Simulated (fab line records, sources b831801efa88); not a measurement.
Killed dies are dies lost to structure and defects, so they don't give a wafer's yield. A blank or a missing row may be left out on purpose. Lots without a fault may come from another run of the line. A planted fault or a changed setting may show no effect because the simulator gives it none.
Tool commonality check | flow gf180mcu | 13 lots, 39 wafers sampled

WHY IT WAS OPENED
At GF_MVSD_TW_MEAS_11 the reading MVSD_TW is flagged on 1 of 13 lots. Wafers without a fault read 1568, standard deviation 12.
Rule: a lot is flagged when every wafer of it that has a number lies more than 4 standard deviations from that mean, or none has a number. The other lots count as sound.

lot  | measured     | on            | MVSD_TW, wafer by wafer | flag
L816 | day 4 11:25  | film_metro-04 | 1566 1561 1562          |
L818 | day 4 22:21  | film_metro-01 | 1554 1558 1552          |
L821 | day 5 17:28  | film_metro-04 | 1569 1571 1574          |
L822 | day 5 22:15  | film_metro-01 | 30 29 29                | FLAGGED
L823 | day 6 04:43  | film_metro-01 | 1563 1560 1558          |
L831 | day 8 00:13  | film_metro-03 | 1579 1585 1581          |
L832 | day 8 05:45  | film_metro-01 | 1567 1554 1548          |
L833 | day 8 13:39  | film_metro-03 | 1584 1586 1589          |
L834 | day 8 20:08  | film_metro-03 | 1570 1583 1579          |
L836 | day 9 08:03  | film_metro-01 | 1568 1572 1562          |
L837 | day 9 14:15  | film_metro-01 | 1563 1568 1562          |
L838 | day 9 17:28  | film_metro-01 | 1565 1566 1569          |
L839 | day 10 04:50 | film_metro-01 | 1562 1568 1559          |
The numbers of the flagged lots are 29 on average: -1539 against the usual, or -99 or more standard deviations.

WHICH TOOL RAN EACH LOT
The record holds 2 process steps before the reading, out of a route of 602 steps. In each cell: the tool, then ch and the chambers that the sampled wafers went through, then the start.
lot  | flag    | GF_STI_STRIP_15                     | GF_MVSD_EXPOSE_04
L816 |         | plasma_asher-04 ch 0,1, day 2 01:49 | iline_stepper-02 ch 0, day 4 04:16
L818 |         | plasma_asher-04 ch 0,1, day 2 12:17 | iline_stepper-01 ch 0, day 4 14:47
L821 |         | plasma_asher-01 ch 0,1, day 3 04:37 | iline_stepper-01 ch 0, day 5 09:56
L822 | FLAGGED | plasma_asher-04 ch 1, day 3 08:32   | iline_stepper-02 ch 0, day 5 14:53
L823 |         | plasma_asher-01 ch 0,1, day 3 14:01 | iline_stepper-02 ch 0, day 5 21:14
L831 |         | plasma_asher-04 ch 0,1, day 5 07:04 | iline_stepper-02 ch 0, day 7 16:34
L832 |         | plasma_asher-01 ch 0,1, day 5 11:41 | iline_stepper-01 ch 0, day 7 21:38
L833 |         | plasma_asher-04 ch 0, day 5 18:11   | iline_stepper-01 ch 0, day 8 05:08
L834 |         | plasma_asher-03 ch 0,1, day 5 22:26 | iline_stepper-02 ch 0, day 8 11:46
L836 |         | plasma_asher-01 ch 0,1, day 6 09:41 | iline_stepper-02 ch 0, day 8 23:34
L837 |         | plasma_asher-01 ch 0,1, day 6 15:02 | iline_stepper-02 ch 0, day 9 06:01
L838 |         | plasma_asher-03 ch 0,1, day 6 18:52 | iline_stepper-01 ch 0, day 9 08:25
L839 |         | plasma_asher-01 ch 0,1, day 7 01:47 | iline_stepper-01 ch 0, day 9 19:49
What these steps do:
- GF_STI_STRIP_15: strips in O2/N2.
- GF_MVSD_EXPOSE_04: exposes mask MVSD, target cd 1000 nm.
- GF_MVSD_TW_MEAS_11

FLAGGED OVER TOTAL, TOOL BY TOOL (the gauges that took the reading come last)
step               | tool             | lots run | flagged | share of the flagged lots | sound lots run after its first flagged lot
GF_STI_STRIP_15    | plasma_asher-01  | 6        | 0       | none                      | -
GF_STI_STRIP_15    | plasma_asher-03  | 2        | 0       | none                      | -
GF_STI_STRIP_15    | plasma_asher-04  | 5        | 1       | all                       | 2 (L831,L833)
GF_MVSD_EXPOSE_04  | iline_stepper-01 | 6        | 0       | none                      | -
GF_MVSD_EXPOSE_04  | iline_stepper-02 | 7        | 1       | all                       | 5 (L823,L831,L834,L836,L837)
GF_MVSD_TW_MEAS_11 | film_metro-01    | 8        | 1       | all                       | 6 (L823,L832,L836,L837,L838,L839)
GF_MVSD_TW_MEAS_11 | film_metro-03    | 3        | 0       | none                      | -
GF_MVSD_TW_MEAS_11 | film_metro-04    | 2        | 0       | none                      | -

WHAT THE TABLE ALLOWS
3 rows of the table ran every flagged lot: plasma_asher-04 at GF_STI_STRIP_15, iline_stepper-02 at GF_MVSD_EXPOSE_04, film_metro-01 at GF_MVSD_TW_MEAS_11.
- plasma_asher-04 at GF_STI_STRIP_15: 1 of its 5 lots flagged. Sound lots ran on it after the first flagged one (L831, L833), which a lasting fault on the whole tool wouldn't allow.
- iline_stepper-02 at GF_MVSD_EXPOSE_04: 1 of its 7 lots flagged. Sound lots ran on it after the first flagged one (L823, L831, L834, L836, L837), which a lasting fault on the whole tool wouldn't allow.
- film_metro-01 at GF_MVSD_TW_MEAS_11: 1 of its 8 lots flagged. Sound lots ran on it after the first flagged one (L823, L832, L836, L837, L838, L839), which a lasting fault on the whole tool wouldn't allow.
No row of the table ran every flagged lot and no sound lot after the first.

WHAT THE SIMULATOR HAD PUT IN
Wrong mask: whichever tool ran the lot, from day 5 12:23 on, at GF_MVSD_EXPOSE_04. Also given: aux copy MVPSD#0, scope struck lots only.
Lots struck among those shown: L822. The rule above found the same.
